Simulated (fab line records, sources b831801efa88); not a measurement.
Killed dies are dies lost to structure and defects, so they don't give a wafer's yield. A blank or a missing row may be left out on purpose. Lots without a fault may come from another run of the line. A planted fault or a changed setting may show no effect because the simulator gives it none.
Which tool did it? | flow sky130 | 14 lots, 42 wafers sampled, at 1 step of a route of 708

WHAT THE GAUGES READ, wafer by wafer
SKY_VIA4_THK_MEAS_20: measures by xrf.
lot  | measured     | on            | VIA4_W_THK (nm)
L900 | day 43 07:47 | film_metro-01 | 505 506 501
L901 | day 43 11:59 | film_metro-01 | 506 504 502
L903 | day 44 05:14 | film_metro-01 | 499 495 498
L904 | day 44 08:50 | film_metro-04 | 499 496 505
L905 | day 44 10:45 | film_metro-02 | 499 499 498
L906 | day 44 22:37 | film_metro-04 | 505 499 504
L908 | day 45 05:47 | film_metro-01 | 514 515 507
L913 | day 46 11:51 | film_metro-04 | 513 505 506
L914 | day 46 16:39 | film_metro-01 | 505 505 507
L915 | day 46 23:02 | film_metro-02 | 508 507 508
L917 | day 47 08:00 | film_metro-01 | 508 509 502
L919 | day 47 20:34 | film_metro-01 | 504 506 505
L920 | day 47 23:40 | film_metro-02 | 503 500 502
L923 | day 48 18:35 | film_metro-01 | 498 497 508

WHICH TOOL RAN EACH LOT (tool, then ch and the chambers of the sampled wafers, then the start)
The record holds no process step before these readings.

WHAT THE TOOLS THEMSELVES READ (means of the sampled wafers that have a number; where no wafer has one, the mark that the record gives instead)
The record holds no such reading with a usual standard deviation.

THE ANSWER, worked out from the rows above alone
Rule: what is usual is taken from the lots themselves. Put in order of their means at a reading, lots are off if they are a third of the lots or fewer, leave a main group of 4 or more, and stand apart from it by a gap of 3 or more times the standard deviation of the main group's means; of several such gaps the widest counts. A main group whose means are all the same, to the digits that the tables above print for the reading, isn't used. A lot without any number at a reading at which 4 lots or more have one is off too. The other lots that the step has rows for count as sound. The gauges are gone through in route order, then the tools' own readings, and for those a lot's mean is taken as printed above. The first step at which some lot is off is used, and at that step the reading that is off furthest; a lot without a number counts as furthest.
No lot is off at any reading shown: from this, nothing can be told.

WHAT THE SIMULATOR HAD PUT IN
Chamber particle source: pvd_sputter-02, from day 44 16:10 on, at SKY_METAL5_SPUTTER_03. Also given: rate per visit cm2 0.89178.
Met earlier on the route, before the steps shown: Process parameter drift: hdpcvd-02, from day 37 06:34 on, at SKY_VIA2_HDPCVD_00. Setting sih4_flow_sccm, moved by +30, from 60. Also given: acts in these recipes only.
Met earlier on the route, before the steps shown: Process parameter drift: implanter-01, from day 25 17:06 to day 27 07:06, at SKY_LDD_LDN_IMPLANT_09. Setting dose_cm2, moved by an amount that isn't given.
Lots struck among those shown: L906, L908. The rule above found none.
